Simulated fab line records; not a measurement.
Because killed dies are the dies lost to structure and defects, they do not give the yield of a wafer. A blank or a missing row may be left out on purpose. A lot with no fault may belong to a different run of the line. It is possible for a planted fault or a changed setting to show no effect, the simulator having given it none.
fab line records    flow sky130
record: lots: 12  wafers: 34  last-day: 50
route steps=708 shown VT_ADJUST_LVTN@116 METAL2@483 METAL4@602 PAD_OPEN@708
lots with no fault: from the same line, run without faults
start-h: start of the lot's first displayed wafer, in hours after the record's first day    wait-h: how many hours have passed since the lot's step before this one    " identical to the entry in the row above    L1.1+2: several wafers, shown together as one row    - either no value or no given start    * or withheld: withheld    < > ~ a bound
route shown NAME@n: names a module that has steps shown in the file, with the first one's number in the route    usual: mean/standard deviation taken from wafers without a fault    same: alike in all rows    chamber/n: place in a boat    sites: the reading at each site    _std_site: the values' standard deviation    _edge_site: outer sites' mean less inner sites'    radius-mm: for every site, how far away it sits from the centre of the wafer    mask NAME#n: copy n    behind: the most recent tool/chamber to have shaped the wafer    hold: why the lot went on hold/how many hours it stayed there/how the hold came to an end    device: transistor that didn't switch, given as n, p or np    end of line: at the end of the route, the tests of the same wafers    a step with no rows: only its recipe    killed: the dies lost at the first sort to structure and to defects; this is not the yield of the wafer    map: the dies of a wafer, with x for killed, . for not killed, _ for no die there
set.NAME: the setting as run; set.NAME@STEP: as run at that earlier step    model.NAME: the simulator's own value behind a step, which no gauge read
the route's steps for a sample of lots (tables are steps, rows are wafers)
services: a tool's chamber out of use, with start hour (start-h, from the record's first day; less than 0 if before it), hours out, and reason
== steps ==
step: SKY_VT_ADJUST_LVTN_IMPLANT_19
recipe: species: B  energy-kev: 30  dose-cm2: 6.5e+11  tilt-deg: withheld
usual: beam-on-s: 10.03/0.19  faraday-current-uA: 3.65/0.067
same: implant-ion-amu: 11
lot.wafer  tool          chamber  start-h  wait-h  beam-on-s  faraday-current-uA
L537.1     implanter-03  0        170.51   0.0     9.98       3.67
L537.2     "             0        "        "       10.02      3.66
L537.3     "             0        "        "       9.97       3.68
L538.2     implanter-03  0        173.43   0.0     9.85       3.70
L538.4     "             0        "        "       10.00      3.69
L538.5     "             0        "        "       10.31      3.57
L540.1     implanter-03  0        175.46   0.0     10.40      3.52
L540.4     "             0        "        "       9.96       3.70
L540.5     "             0        "        "       9.97       3.67
L541.2     implanter-03  0        180.64   0.0     10.30      3.54
L541.4     "             0        "        "       9.73       3.75
L541.6     "             0        "        "       10.20      3.59
L543.2     implanter-02  0        200.74   0.0     10.07      3.65
L543.3     "             0        "        "       9.75       3.75
L543.6     "             0        "        "       10.09      3.62
L548.3     implanter-02  0        248.55   0.1     13.56      2.70
L548.4     "             0        "        "       13.53      2.72
L551.3     implanter-02  0        260.81   0.1     13.10      2.79
L551.5     "             0        "        "       9.82       3.73
L554.2     implanter-03  0        275.33   0.0     9.92       3.71
L554.3     "             0        "        "       9.85       3.70
L554.6     "             0        "        "       10.32      3.56
L557.1     implanter-03  0        292.54   0.0     9.81       3.71
L557.5     "             0        "        "       10.01      3.66
L557.6     "             0        "        "       9.94       3.68
L558.3     implanter-03  0        302.81   1.3     10.06      3.64
L558.4     "             0        "        "       10.20      3.59
L558.5     "             0        "        "       9.94       3.68
L559.1     implanter-03  0        308.56   0.0     9.83       3.74
L559.2     "             0        "        "       9.89       3.69
L559.4     "             0        "        "       9.75       3.75
L560.2     implanter-03  0        317.48   0.0     10.17      3.61
L560.4     "             0        "        "       10.53      3.49
L560.6     "             0        "        "       10.38      3.52
step: SKY_VT_ADJUST_LVTN_TW_MEAS_21
usual: VT_ADJUST_LVTN_2_TW: 187.5/1.5
lot.wafer  tool           chamber  start-h  wait-h  hold                      VT_ADJUST_LVTN_2_TW
L537.1     film-metro-02  -        170.76   0.1     -                         185.5
L537.2     "              -        "        "       -                         185.2
L537.3     "              -        "        "       -                         185.7
L538.2     film-metro-04  -        173.66   0.1     -                         188.4
L538.4     "              -        "        "       -                         188.2
L538.5     "              -        "        "       -                         187.1
L540.1     film-metro-02  -        175.71   0.1     -                         185.9
L540.4     "              -        "        "       -                         185.4
L540.5     "              -        "        "       -                         186.6
L541.2     film-metro-04  -        180.87   0.1     -                         188.1
L541.4     "              -        "        "       -                         187.4
L541.6     "              -        "        "       -                         186.6
L543.2     film-metro-02  -        200.97   0.1     -                         186.0
L543.3     "              -        "        "       -                         185.4
L543.6     "              -        "        "       -                         186.1
L548.3     film-metro-04  -        248.77   0.1     await-dispo/0.2h/release  202.8
L548.4     "              -        "        "       await-dispo/0.2h/release  203.8
L548.3     film-metro-04  -        249.00   0.2     -                         203.2
L548.4     "              -        "        "       -                         203.6
L551.3     film-metro-01  -        261.03   0.1     await-dispo/0.2h/release  204.2
L551.5     "              -        "        "       await-dispo/0.2h/release  189.6
L551.3     film-metro-01  -        261.30   0.3     -                         202.9
L551.5     "              -        "        "       -                         188.4
L554.2     film-metro-01  -        275.56   0.1     -                         188.2
L554.3     "              -        "        "       -                         189.3
L554.6     "              -        "        "       -                         188.6
L557.1     film-metro-04  -        292.79   0.1     -                         186.4
L557.5     "              -        "        "       -                         187.5
L557.6     "              -        "        "       -                         187.2
L558.3     film-metro-01  -        303.03   0.1     -                         187.6
L558.4     "              -        "        "       -                         188.8
L558.5     "              -        "        "       -                         187.4
L559.1     film-metro-02  -        308.81   0.1     -                         184.0
L559.2     "              -        "        "       -                         185.0
L559.4     "              -        "        "       -                         184.4
L560.2     film-metro-02  -        317.71   0.1     -                         186.3
L560.4     "              -        "        "       -                         185.4
L560.6     "              -        "        "       -                         186.1
step: SKY_METAL2_SPUTTER_00
recipe: material: Ti  target-thk-nm: 15  power-w: 3000  time-s: 10  chamber-pressure-pa: 0.4
usual: chamber-pressure-pa: 0.4001/0.00073  throttle-valve-pct: 29.8/0.95
lot.wafer  tool            chamber  start-h  wait-h  chamber-pressure-pa  throttle-valve-pct
L537.1     pvd-sputter-04  -        803.20   0.2     0.4001               29.5
L537.2     "               -        "        "       0.4013               29.9
L537.3     "               -        "        "       0.3992               31.6
L538.2     pvd-sputter-03  -        803.85   0.2     0.3994               31.0
L538.4     "               -        "        "       0.3996               29.0
L538.5     "               -        "        "       0.3998               29.5
L540.1     pvd-sputter-03  -        812.88   0.1     0.4005               29.7
L540.4     "               -        "        "       0.4000               28.1
L540.5     "               -        "        "       0.3999               29.5
L541.2     pvd-sputter-03  -        817.36   0.2     0.3997               29.6
L541.4     "               -        "        "       0.4004               30.8
L541.6     "               -        "        "       0.4002               30.5
L543.2     pvd-sputter-01  -        838.29   0.2     0.3995               30.4
L543.3     "               -        "        "       0.4001               29.8
L543.6     "               -        "        "       0.4005               30.0
L548.3     pvd-sputter-01  -        892.23   0.2     0.4015               30.0
L548.4     "               -        "        "       0.4003               31.0
L551.3     pvd-sputter-04  -        907.71   0.2     0.4004               29.4
L551.5     "               -        "        "       0.4011               31.4
L554.2     pvd-sputter-04  -        921.64   0.1     0.4007               30.1
L554.3     "               -        "        "       0.3993               29.4
L554.6     "               -        "        "       0.3999               29.4
L557.1     pvd-sputter-04  -        936.16   0.1     0.4000               29.5
L557.5     "               -        "        "       0.3999               29.6
L557.6     "               -        "        "       0.3996               30.0
L558.3     pvd-sputter-04  -        949.06   0.1     0.3998               29.6
L558.4     "               -        "        "       0.3998               31.5
L558.5     "               -        "        "       0.4006               29.8
L559.1     pvd-sputter-03  -        953.04   0.2     0.4003               30.5
L559.2     "               -        "        "       0.3986               29.3
L559.4     "               -        "        "       0.3989               29.4
L560.2     pvd-sputter-03  -        960.70   0.1     0.4019               30.7
L560.4     "               -        "        "       0.4017               30.8
L560.6     "               -        "        "       0.4017               28.2
step: SKY_METAL2_SPUTTER_03
recipe: material: Ti  target-thk-nm: 5  power-w: 3000  time-s: 3.3  chamber-pressure-pa: 0.4
usual: chamber-pressure-pa: 0.3999/0.0008  throttle-valve-pct: 29.8/0.95
lot.wafer  tool            chamber  start-h  wait-h  chamber-pressure-pa  throttle-valve-pct
L537.1     pvd-sputter-04  -        803.27   0.0     0.4012               29.6
L537.2     "               -        "        "       0.4004               29.7
L537.3     "               -        "        "       0.4006               31.5
L538.2     pvd-sputter-03  -        803.92   0.0     0.3998               31.0
L538.4     "               -        "        "       0.3986               29.2
L538.5     "               -        "        "       0.3996               30.1
L540.1     pvd-sputter-03  -        812.95   0.0     0.4003               29.5
L540.4     "               -        "        "       0.3997               27.8
L540.5     "               -        "        "       0.4005               29.5
L541.2     pvd-sputter-03  -        817.44   0.0     0.4012               29.8
L541.4     "               -        "        "       0.3996               30.6
L541.6     "               -        "        "       0.3991               31.1
L543.2     pvd-sputter-01  -        838.37   0.0     0.4003               30.5
L543.3     "               -        "        "       0.3998               29.9
L543.6     "               -        "        "       0.3998               29.8
L548.3     pvd-sputter-01  -        892.31   0.0     0.3986               29.9
L548.4     "               -        "        "       0.3984               30.8
L551.3     pvd-sputter-04  -        907.78   0.0     0.3980               29.8
L551.5     "               -        "        "       0.3997               31.7
L554.2     pvd-sputter-04  -        921.71   0.0     0.4005               30.0
L554.3     "               -        "        "       0.4017               29.1
L554.6     "               -        "        "       0.4012               29.6
L557.1     pvd-sputter-04  -        936.24   0.0     0.3989               29.5
L557.5     "               -        "        "       0.3991               29.7
L557.6     "               -        "        "       0.3990               30.0
L558.3     pvd-sputter-04  -        949.14   0.0     0.4005               29.8
L558.4     "               -        "        "       0.4000               31.6
L558.5     "               -        "        "       0.4004               29.3
L559.1     pvd-sputter-03  -        953.11   0.0     0.4003               30.6
L559.2     "               -        "        "       0.4011               29.2
L559.4     "               -        "        "       0.4009               29.4
L560.2     pvd-sputter-03  -        960.77   0.0     0.4003               31.0
L560.4     "               -        "        "       0.4001               31.3
L560.6     "               -        "        "       0.3993               28.2
step: SKY_METAL4_SPUTTER_04
recipe: material: TiN  target-thk-nm: 70  power-w: 6500  time-s: 58.3  chamber-pressure-pa: 0.4
usual: chamber-pressure-pa: 0.4001/0.00092  throttle-valve-pct: 29.2/0.91
lot.wafer  tool            chamber  start-h  wait-h  chamber-pressure-pa  throttle-valve-pct
L537.1     pvd-sputter-02  -        939.85   0.0     0.4002               28.6
L537.2     "               -        "        "       0.3991               29.0
L537.3     "               -        "        "       0.4006               28.6
L538.2     pvd-sputter-03  -        941.15   0.0     0.3986               28.1
L538.4     "               -        "        "       0.4040               30.9
L538.5     "               -        "        "       0.4002               31.0
L540.1     pvd-sputter-02  -        947.78   0.0     0.4004               28.7
L540.4     "               -        "        "       0.4011               28.7
L540.5     "               -        "        "       0.4010               28.7
L541.2     pvd-sputter-03  -        951.81   0.0     0.3989               29.3
L541.4     "               -        "        "       0.4020               30.8
L541.6     "               -        "        "       0.4002               30.8
L543.2     pvd-sputter-02  -        972.44   0.0     0.3997               28.8
L543.3     "               -        "        "       0.4004               29.1
L543.6     "               -        "        "       0.4010               28.8
L548.3     pvd-sputter-02  -        1030.21  0.1     0.4002               28.8
L548.4     "               -        "        "       0.3996               28.5
L551.3     pvd-sputter-02  -        1032.90  0.0     0.4000               28.2
L551.5     "               -        "        "       0.3996               27.8
L554.2     pvd-sputter-03  -        1044.99  0.0     0.3996               30.9
L554.3     "               -        "        "       0.3993               29.1
L554.6     "               -        "        "       0.4012               28.1
L557.1     pvd-sputter-01  -        1056.46  0.0     0.3984               29.9
L557.5     "               -        "        "       0.3999               30.7
L557.6     "               -        "        "       0.3991               30.3
L558.3     pvd-sputter-01  -        1069.35  0.0     0.4003               30.3
L558.4     "               -        "        "       0.4005               30.7
L558.5     "               -        "        "       0.3987               30.1
L559.1     pvd-sputter-02  -        1073.21  0.0     0.3995               28.9
L559.2     "               -        "        "       0.4002               28.7
L559.4     "               -        "        "       0.4019               28.7
L560.2     pvd-sputter-01  -        1079.30  0.0     0.4001               30.6
L560.4     "               -        "        "       0.4005               30.0
L560.6     "               -        "        "       0.4004               30.6
step: SKY_PAD_OPEN_PROBE_99
usual: killed_at_M0_to_M3: 44/6.9  killed_at_M4_up: 3.3/2.1  killed-at-contacts: 24/4.8  killed-at-front-end: 15/4.4  killed-at-other: 0.2/0.48  killed-dies: 87/9.5  killed-open: 48/6.5  killed-short: 39/6.3
same: gross-dies: 492  killed-at-back-side: 0
lot.wafer  tool       chamber  start-h  wait-h  hold                      killed_at_M0_to_M3  killed_at_M4_up  killed-at-contacts  killed-at-front-end  killed-at-other  killed-dies  killed-open  killed-short
L537.1     prober-01  -        1084.53  0.1     -                         57                  4                24                  15                   0                100          48           52
L537.2     prober-01  -        1084.58  0.1     -                         38                  4                30                  14                   1                87           49           38
L537.3     prober-01  -        1084.63  0.2     -                         53                  6                18                  11                   1                89           41           48
L538.2     prober-02  -        1086.08  0.1     -                         48                  4                21                  8                    0                81           46           35
L538.4     prober-02  -        1086.18  0.2     -                         44                  3                23                  11                   0                81           44           37
L538.5     prober-02  -        1086.23  0.2     -                         42                  2                26                  15                   0                85           53           32
L540.1     prober-01  -        1089.40  0.1     -                         32                  3                18                  13                   0                66           39           27
L540.4     prober-01  -        1089.55  0.2     -                         44                  3                15                  8                    0                70           41           29
L540.5     prober-01  -        1089.60  0.2     -                         56                  9                24                  19                   0                108          53           55
L541.2     prober-02  -        1092.85  0.1     -                         53                  7                21                  14                   0                95           54           41
L541.4     prober-02  -        1092.95  0.2     -                         51                  3                25                  16                   1                96           50           46
L541.6     prober-02  -        1093.05  0.2     -                         33                  3                34                  11                   0                81           43           38
L543.2     prober-02  -        1111.25  0.1     -                         44                  4                25                  24                   1                98           52           45
L543.3     prober-02  -        1111.30  0.2     -                         48                  3                24                  14                   0                89           52           37
L543.6     prober-02  -        1111.45  0.2     -                         47                  2                35                  18                   2                104          55           47
L548.3     prober-01  -        1152.25  0.2     -                         40                  2                26                  12                   0                80           43           37
L548.4     prober-01  -        1152.30  0.2     -                         50                  6                20                  15                   0                91           50           41
L551.3     prober-02  -        1161.26  0.2     await-dispo/1.0h/release  50                  0                28                  17                   0                95           49           46
L551.5     prober-02  -        1161.36  0.2     await-dispo/1.0h/release  45                  5                17                  16                   1                84           45           39
L554.2     prober-01  -        1170.35  0.1     -                         51                  3                26                  25                   0                105          60           44
L554.3     prober-01  -        1170.40  0.2     -                         47                  4                28                  21                   0                100          59           36
L554.6     prober-01  -        1170.55  0.2     -                         28                  2                21                  22                   0                73           40           33
L557.1     prober-02  -        1180.00  0.1     -                         46                  2                16                  19                   1                84           46           38
L557.5     prober-02  -        1180.20  0.2     -                         38                  2                23                  21                   0                84           53           31
L557.6     prober-02  -        1180.25  0.2     -                         42                  1                33                  17                   1                94           42           52
L558.3     prober-01  -        1189.16  0.2     -                         54                  5                18                  9                    0                86           48           37
L558.4     prober-01  -        1189.21  0.2     -                         40                  6                35                  10                   1                92           44           47
L558.5     prober-01  -        1189.26  0.2     -                         41                  1                21                  20                   2                85           46           39
L559.1     prober-02  -        1191.25  0.1     -                         42                  4                21                  14                   0                81           46           35
L559.2     prober-02  -        1191.30  0.1     -                         42                  5                21                  9                    0                77           37           40
L559.4     prober-02  -        1191.40  0.2     -                         46                  2                30                  17                   0                95           58           37
L560.2     prober-01  -        1196.79  0.1     -                         34                  2                14                  18                   0                68           34           34
L560.4     prober-01  -        1196.89  0.2     -                         34                  3                22                  12                   0                71           45           26
L560.6     prober-01  -        1196.99  0.2     -                         40                  2                17                  17                   0                76           38           38
killed by level:class
L537.1 VIA1:geometric-particle:open=12 METAL1:geometric-particle:short=8 VIA3:geometric-particle:open=7 LI_CONTACT:geometric-particle:open=6 CONTACT:geometric-particle:short=6 VIA1:geometric-particle:short=6 CONTACT:geometric-particle:open=6 METAL2:geometric-particle:short=6
L537.2 CONTACT:geometric-particle:open=12 LI_CONTACT:geometric-particle:open=10 VIA1:geometric-particle:open=9 VIA3:geometric-particle:short=6 FIELD_ISO:geometric-particle:short=4 VIA1:geometric-particle:short=4 VIA3:geometric-particle:open=4 METAL2:geometric-particle:short=4
L537.3 VIA1:geometric-particle:open=14 VIA1:geometric-particle:short=8 CONTACT:geometric-particle:open=7 METAL1:geometric-particle:short=7 METAL2:geometric-particle:short=7 FIELD_ISO:geometric-particle:short=6 LI_CONTACT:geometric-particle:open=5 VIA2:geometric-particle:open=5
L538.2 VIA1:geometric-particle:open=17 METAL1:geometric-particle:short=9 CONTACT:geometric-particle:open=7 VIA1:geometric-particle:short=6 VIA2:geometric-particle:open=6 FIELD_ISO:geometric-particle:open=4 LI_CONTACT:geometric-particle:open=4 CONTACT:geometric-particle:short=4
L538.4 VIA1:geometric-particle:open=13 CONTACT:geometric-particle:open=12 VIA1:geometric-particle:short=7 METAL2:geometric-particle:short=5 VIA3:geometric-particle:open=5 LI_CONTACT:geometric-particle:open=4 VIA2:geometric-particle:open=4 METAL3:geometric-particle:short=4
L538.5 CONTACT:geometric-particle:open=12 VIA1:geometric-particle:open=11 LI_CONTACT:geometric-particle:open=7 VIA3:geometric-particle:open=7 VIA2:geometric-particle:open=6 POLY_GATE:geometric-particle:open=4 LI_CONTACT:geometric-particle:short=4 METAL2:geometric-particle:short=4
L540.1 VIA1:geometric-particle:open=13 LI_CONTACT:geometric-particle:open=9 CONTACT:geometric-particle:open=5 POLY_GATE:geometric-particle:short=4 POLY_GATE:geometric-particle:open=4 VIA1:geometric-particle:short=4 VIA2:geometric-particle:open=3 FIELD_ISO:geometric-particle:short=2
L540.4 VIA1:geometric-particle:open=13 CONTACT:geometric-particle:open=7 VIA3:geometric-particle:open=7 METAL2:geometric-particle:short=6 CONTACT:geometric-particle:short=5 VIA2:geometric-particle:open=5 VIA1:geometric-particle:short=4 VIA3:geometric-particle:short=4
L540.5 VIA1:geometric-particle:open=15 LI_CONTACT:geometric-particle:open=9 VIA1:geometric-particle:short=9 METAL4:geometric-particle:short=9 VIA2:geometric-particle:open=8 FIELD_ISO:geometric-particle:short=7 CONTACT:geometric-particle:short=7 CONTACT:geometric-particle:open=7
L541.2 VIA1:geometric-particle:open=16 METAL2:geometric-particle:short=9 CONTACT:geometric-particle:open=8 POLY_GATE:geometric-particle:short=6 VIA2:geometric-particle:open=6 VIA3:geometric-particle:open=6 LI_CONTACT:geometric-particle:open=5 VIA1:geometric-particle:short=5
L541.4 METAL1:geometric-particle:short=10 VIA1:geometric-particle:open=10 CONTACT:geometric-particle:open=9 VIA2:geometric-particle:open=9 VIA3:geometric-particle:open=7 CONTACT:geometric-particle:short=6 FIELD_ISO:geometric-particle:open=5 METAL2:geometric-particle:short=4
L541.6 CONTACT:geometric-particle:open=11 LI_CONTACT:geometric-particle:open=9 VIA1:geometric-particle:open=9 CONTACT:geometric-particle:short=8 VIA3:geometric-particle:open=8 METAL2:geometric-particle:short=5 POLY_GATE:geometric-particle:open=4 LI_CONTACT:geometric-particle:short=4
L543.2 LOCAL_INTERCONNECT:geometric-particle:short=9 VIA2:geometric-particle:open=8 CONTACT:geometric-particle:open=8 VIA1:geometric-particle:open=8 FIELD_ISO:geometric-particle:open=7 POLY_GATE:geometric-particle:open=7 VIA3:geometric-particle:open=7 VIA1:geometric-particle:short=6
L543.3 CONTACT:geometric-particle:open=11 VIA3:geometric-particle:open=11 VIA1:geometric-particle:open=11 METAL1:geometric-particle:short=8 POLY_GATE:geometric-particle:open=7 METAL2:geometric-particle:short=7 LI_CONTACT:geometric-particle:open=4 CONTACT:geometric-particle:short=4
L543.6 LI_CONTACT:geometric-particle:open=11 VIA1:geometric-particle:open=9 LOCAL_INTERCONNECT:geometric-particle:short=8 METAL2:geometric-particle:short=8 VIA2:geometric-particle:open=7 CONTACT:geometric-particle:open=6 VIA3:geometric-particle:open=6 CONTACT:geometric-particle:short=5
L548.3 VIA1:geometric-particle:open=10 LI_CONTACT:geometric-particle:open=8 CONTACT:geometric-particle:open=7 VIA1:geometric-particle:short=6 VIA3:geometric-particle:open=5 POLY_GATE:geometric-particle:short=4 LOCAL_INTERCONNECT:geometric-particle:short=4 METAL1:geometric-particle:short=4
L548.4 VIA1:geometric-particle:open=9 CONTACT:geometric-particle:open=7 METAL1:geometric-particle:short=7 VIA3:geometric-particle:open=7 POLY_GATE:geometric-particle:open=6 VIA2:geometric-particle:open=6 CONTACT:geometric-particle:short=5 VIA1:geometric-particle:short=5
L551.3 CONTACT:geometric-particle:open=10 VIA1:geometric-particle:open=9 VIA2:geometric-particle:open=8 LOCAL_INTERCONNECT:geometric-particle:short=7 METAL1:geometric-particle:short=7 METAL2:geometric-particle:short=6 VIA1:geometric-particle:short=6 VIA3:geometric-particle:open=6
L551.5 LI_CONTACT:geometric-particle:open=8 VIA1:geometric-particle:open=8 VIA1:geometric-particle:short=7 METAL2:geometric-particle:short=7 VIA2:geometric-particle:open=6 VIA3:geometric-particle:open=6 CONTACT:geometric-particle:open=5 VIA2:geometric-particle:short=5
L554.2 VIA2:geometric-particle:open=14 VIA1:geometric-particle:open=11 LI_CONTACT:geometric-particle:open=9 METAL1:geometric-particle:short=7 FIELD_ISO:geometric-particle:open=6 POLY_GATE:geometric-particle:open=6 VIA2:geometric-particle:short=6 LOCAL_INTERCONNECT:geometric-particle:short=6
L554.3 VIA1:geometric-particle:short=9 LI_CONTACT:geometric-particle:open=9 VIA3:geometric-particle:open=9 VIA1:geometric-particle:open=8 CONTACT:geometric-particle:open=8 FIELD_ISO:geometric-particle:open=7 VIA2:geometric-particle:open=6 POLY_GATE:geometric-particle:open=6
L554.6 CONTACT:geometric-particle:open=9 VIA2:geometric-particle:open=7 POLY_GATE:geometric-particle:short=6 VIA1:geometric-particle:open=6 FIELD_ISO:geometric-particle:short=5 CONTACT:geometric-particle:short=5 METAL1:geometric-particle:short=5 FIELD_ISO:geometric-particle:open=4
L557.1 VIA1:geometric-particle:open=11 CONTACT:geometric-particle:open=10 METAL2:geometric-particle:short=7 VIA2:geometric-particle:open=7 FIELD_ISO:geometric-particle:short=5 LI_CONTACT:geometric-particle:open=5 VIA3:geometric-particle:open=5 POLY_GATE:geometric-particle:short=4
L557.5 CONTACT:geometric-particle:open=11 VIA1:geometric-particle:open=11 FIELD_ISO:geometric-particle:open=7 METAL1:geometric-particle:short=6 VIA3:geometric-particle:open=6 LI_CONTACT:geometric-particle:open=5 POLY_GATE:geometric-particle:open=5 VIA2:geometric-particle:open=5
L557.6 LI_CONTACT:geometric-particle:open=11 VIA1:geometric-particle:short=7 CONTACT:geometric-particle:short=7 CONTACT:geometric-particle:open=7 VIA1:geometric-particle:open=7 POLY_GATE:geometric-particle:short=6 LOCAL_INTERCONNECT:geometric-particle:short=6 METAL1:geometric-particle:short=6
L558.3 VIA1:geometric-particle:open=12 VIA3:geometric-particle:open=10 CONTACT:geometric-particle:open=8 VIA1:geometric-particle:short=6 METAL3:geometric-particle:short=6 VIA3:geometric-particle:short=6 POLY_GATE:geometric-particle:open=5 VIA2:geometric-particle:open=4
L558.4 LI_CONTACT:geometric-particle:open=11 CONTACT:geometric-particle:open=10 CONTACT:geometric-particle:short=9 METAL1:geometric-particle:short=8 VIA2:geometric-particle:open=5 METAL4:geometric-particle:short=5 VIA1:geometric-particle:open=4 METAL2:geometric-particle:short=4
L558.5 VIA1:geometric-particle:open=10 CONTACT:geometric-particle:open=8 POLY_GATE:geometric-particle:short=6 POLY_GATE:geometric-particle:open=5 LOCAL_INTERCONNECT:geometric-particle:short=5 VIA2:geometric-particle:open=5 VIA3:geometric-particle:short=5 VIA3:geometric-particle:open=5
L559.1 VIA1:geometric-particle:open=9 CONTACT:geometric-particle:open=7 VIA3:geometric-particle:open=6 VIA2:geometric-particle:open=6 LI_CONTACT:geometric-particle:open=6 LOCAL_INTERCONNECT:geometric-particle:short=4 VIA1:geometric-particle:short=4 FIELD_ISO:geometric-particle:open=3
L559.2 VIA1:geometric-particle:open=9 METAL2:geometric-particle:short=5 LI_CONTACT:geometric-particle:short=5 LOCAL_INTERCONNECT:geometric-particle:short=5 CONTACT:geometric-particle:open=5 METAL3:geometric-particle:short=5 METAL4:geometric-particle:short=5 LI_CONTACT:geometric-particle:open=4
L559.4 LI_CONTACT:geometric-particle:open=14 VIA1:geometric-particle:open=12 CONTACT:geometric-particle:open=7 VIA1:geometric-particle:short=6 POLY_GATE:geometric-particle:open=5 FIELD_ISO:geometric-particle:open=4 METAL1:geometric-particle:short=4 VIA2:geometric-particle:short=4
L560.2 VIA1:geometric-particle:open=10 CONTACT:geometric-particle:open=7 METAL2:geometric-particle:short=6 VIA3:geometric-particle:open=5 POLY_GATE:geometric-particle:short=4 POLY_GATE:geometric-particle:open=4 CONTACT:geometric-particle:short=4 VIA1:geometric-particle:short=4
L560.4 CONTACT:geometric-particle:open=12 VIA1:geometric-particle:open=11 VIA2:geometric-particle:open=6 VIA1:geometric-particle:short=4 FIELD_ISO:geometric-particle:open=3 CONTACT:geometric-particle:short=3 POLY_GATE:geometric-particle:open=3 SPACER:geometric-particle:open=3
L560.6 VIA1:geometric-particle:open=14 CONTACT:geometric-particle:open=7 VIA1:geometric-particle:short=5 FIELD_ISO:geometric-particle:short=4 POLY_GATE:geometric-particle:open=4 CONTACT:geometric-particle:short=4 METAL2:geometric-particle:short=4 VIA2:geometric-particle:open=4
== services ==
tool            chamber  start-h  hours  kind
implanter-03    -        151.95   0.5    repair
implanter-03    -        196.85   13.7   pm
pvd-sputter-04  -        216.99   2.7    repair
implanter-03    -        219.53   16.9   repair
pvd-sputter-04  -        232.37   1.2    repair
implanter-03    -        269.59   0.7    repair
pvd-sputter-04  -        272.39   0.6    repair
implanter-03    -        343.91   3.4    repair
pvd-sputter-03  -        389.35   3.0    repair
implanter-03    -        418.13   35.3   pm
pvd-sputter-04  -        432.09   0.5    repair
implanter-03    -        471.68   1.4    repair
implanter-03    -        473.06   4.5    pm
implanter-03    -        535.62   2.8    repair
implanter-03    -        569.14   2.4    repair
pvd-sputter-03  -        577.65   1.1    repair
implanter-03    -        597.18   5.1    pm
pvd-sputter-04  -        660.18   3.1    repair
pvd-sputter-04  -        689.48   12.6   repair
pvd-sputter-03  -        717.82   3.6    repair
implanter-03    -        721.79   9.5    repair
pvd-sputter-04  -        931.62   4.3    repair
pvd-sputter-03  -        969.41   24.1   repair
pvd-sputter-04  -        1042.56  3.5    repair
== key ==
first-sign: step: SKY_VT_ADJUST_LVTN_IMPLANT_19  reading: beam-on-s  direction: up  sigmas: 18  usual: 10.03  struck: 13.40
effect: step: SKY_VT_ADJUST_LVTN_IMPLANT_19  reading: faraday-current-uA  direction: down  sigmas: 14  usual: 3.65  struck: 2.74
effect: step: SKY_VT_ADJUST_LVTN_TW_MEAS_21  reading: visit  direction: added
effect: step: SKY_VT_ADJUST_LVTN_TW_MEAS_21  reading: VT_ADJUST_LVTN_2_TW  direction: up  sigmas: 11  usual: 187.5  struck: 203.6
met-at SKY_VT_ADJUST_LVTN_IMPLANT_19
struck-lots L548,L551
struck-wafers L548.3,L548.4,L551.3
tester-left-out L548,L551
not-acting-at SKY_METAL2_SPUTTER_00,SKY_METAL2_SPUTTER_03,SKY_METAL4_SPUTTER_04
onset-between 200.74 248.55
fault: kind: process-parameter-drift  tool: implanter-02  chamber: -  onset-h: 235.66  steps: SKY_VT_ADJUST_LVTN_IMPLANT_19  channel: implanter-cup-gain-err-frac  offset: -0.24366  shape: step  end-h: 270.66  scope: struck-wafers-only
tester-left-out: of these lots the tester's yield and bins aren't shown, on N5 and GAA mostly nor the transistor test; their killed dies are dies lost to structure and defects alone, not to doping, threshold or leakage, so they don't give the yield
